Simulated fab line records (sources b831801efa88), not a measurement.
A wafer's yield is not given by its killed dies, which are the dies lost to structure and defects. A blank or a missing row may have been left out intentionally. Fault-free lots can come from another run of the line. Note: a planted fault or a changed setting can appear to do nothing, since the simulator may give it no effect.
Code-filled problem report in 8D (eight disciplines) form :: flow sfq_line :: the parts of the form that need people (team, actions taken, sign-off) are left out

1. THE PROBLEM
M4_NB_RS at SFQ_M4_RS_MEAS_924 reads a mean of 1.032 ohm/sq on 1 wafer of 1 lot; wafers without a fault read 0.885 ohm/sq with a standard deviation of 0.012. Measured from the usual mean, that is +12 standard deviations.
The step: measures by four-point-probe.
First seen on wafer L958.6, day 41 11:26, on film_metro-02. At this step, 39 wafers from 13 lots have a number in the record. The rule behind "out" and "out of limits": a value lying over 4 standard deviations away from the usual mean. Any other wafer with a number is counted as sound.

2. WHAT IT IS; WHAT IT IS NOT
question: which readings at this step
is: M4_NB_RS
is not: -

question: which lots
is: L958
is not: L956, L965, L967, L969, L970, L972, L973, L974, L975, L976, L977, L978

question: which wafers of those lots
is: L958.6
is not: L958.1, L958.3

question: read on which gauges
is: film_metro-02
is not: film_metro-01, film_metro-03

question: when
is: from day 41 11:26
is not: up to then (5 sound wafers); but 33 sound wafers of L965, L967, L969, L970, L972, L973, L974, L975, L976, L977, L978 came after

3. THE SUSPECTS, EACH WITH WHAT RULES IT OUT
Counting: a tool at a process step up to the reading stays a suspect if it ran every lot that is out. Sound lots after the first of them don't rule it out here, since some wafers of a struck lot are sound.
- the gauge at SFQ_M4_RS_MEAS_924: ruled out. All the wafers that are out were read on film_metro-02, but those of them that SFQ_TRILAYER_M4_ETCH_METAL_ETCH_096 has rows for are out there too, on other tools.
- pvd_sputter-06 at SFQ_TRILAYER_M4_DEP_SPUTTER_091 (material Nb, target thk 200 nm, time 133.3 s): kept. It processed L958, the lot that is out, at day 41 11:20, and its most recent sound lot before then was L956 at day 41 03:27.
After counting, what remains is pvd_sputter-06 at SFQ_TRILAYER_M4_DEP_SPUTTER_091.

4. THE CAUSE (what the simulator had put in)
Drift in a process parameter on pvd_sputter-06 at SFQ_TRILAYER_M4_DEP_SPUTTER_091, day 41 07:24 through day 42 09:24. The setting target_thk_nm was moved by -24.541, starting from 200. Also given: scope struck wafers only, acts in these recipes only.
The count eliminated every tool but this one.

5. THE EFFECT CHAIN, in route order
One row per reading whose mean, taken over the struck wafers that have a number, lies over 3 standard deviations from the usual. Readings are gone through only where the record gives a usual standard deviation; hours: the median, over the lots, of the time from a lot's start at the first step in this table giving one to that lot's start at this step; sigmas: the change measured in usual standard deviations.
hours: 0
step: SFQ_M4_RS_MEAS_924
reading: M4_NB_RS
usual: 0.885 ohm/sq
on struck wafers: 1.032
change: +0.147
sigmas: +12

hours: 3
step: SFQ_TRILAYER_M4_ETCH_METAL_ETCH_096
reading: oes_product_au
usual: 0.896 a.u.
on struck wafers: 0.826
change: -0.070
sigmas: -9.1
The process steps in it:
- SFQ_TRILAYER_M4_ETCH_METAL_ETCH_096: etches Nb in Cl2/Ar, stops on SiO2, target depth 240 nm, time 120 s.

6. WHAT WOULD HAVE CAUGHT IT SOONER
In this record the first reading out of limits at a measuring or inspecting step was taken at day 41 11:26, 4 hours after the fault began at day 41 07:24.
Of the tool readings at SFQ_TRILAYER_M4_DEP_SPUTTER_091 for which the record gives a usual standard deviation, none was out on any struck wafer, so an alarm limit of 4 standard deviations on them would not have fired.
Each of the lots that are out, 1 in all, had begun SFQ_TRILAYER_M4_DEP_SPUTTER_091 on pvd_sputter-06 no later than day 41 11:26. Had the tool been put on hold then, not one of them would have been saved.
